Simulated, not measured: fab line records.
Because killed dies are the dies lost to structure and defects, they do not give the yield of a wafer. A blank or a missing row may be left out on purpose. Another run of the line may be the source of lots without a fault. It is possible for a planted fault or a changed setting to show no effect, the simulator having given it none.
Which tool was responsible? + flow gf180mcu + 6 lots, 18 wafers sampled, at 1 step of a route of 602

== WHAT EACH GAUGE READ, for each wafer ==
GF_V2_THK_MEAS_25: measures by xrf.
| lot  | measured     | on            | V2_W_THK (nm) |
|------|--------------|---------------|---------------|
| L480 | day 21 14:05 | film-metro-02 | 345 342 343   |
| L490 | day 25 05:00 | film-metro-02 | 347 344 348   |
| L493 | day 26 02:03 | film-metro-01 | 345 340 341   |
| L495 | day 26 18:52 | film-metro-04 | 346 346 344   |
| L497 | day 27 10:22 | film-metro-04 | 341 339 341   |
| L499 | day 27 20:45 | film-metro-01 | 345 345 342   |

== WHICH TOOL RAN EACH LOT (tool, then ch and the chambers of the sampled wafers, then the start) ==
Record: no process step prior to these readings.

== THE ANSWER, worked out from the rows above alone ==
Rule: the usual values come from the lots themselves. Put in order of their means at a reading, lots are off if they are a third of the lots or fewer, leave a main group of 4 or more, and stand apart from it by a gap of 3 or more times the standard deviation of the main group's means; of several such gaps the widest counts. A main group whose means are all the same, to the digits that the tables above print for the reading, isn't used. A lot without any number at a reading at which 4 lots or more have one is off too. All remaining lots with rows at the step are treated as sound.
Nothing can be told from this: no lot is off at any reading shown.

== WHAT THE SIMULATOR PUT IN ==
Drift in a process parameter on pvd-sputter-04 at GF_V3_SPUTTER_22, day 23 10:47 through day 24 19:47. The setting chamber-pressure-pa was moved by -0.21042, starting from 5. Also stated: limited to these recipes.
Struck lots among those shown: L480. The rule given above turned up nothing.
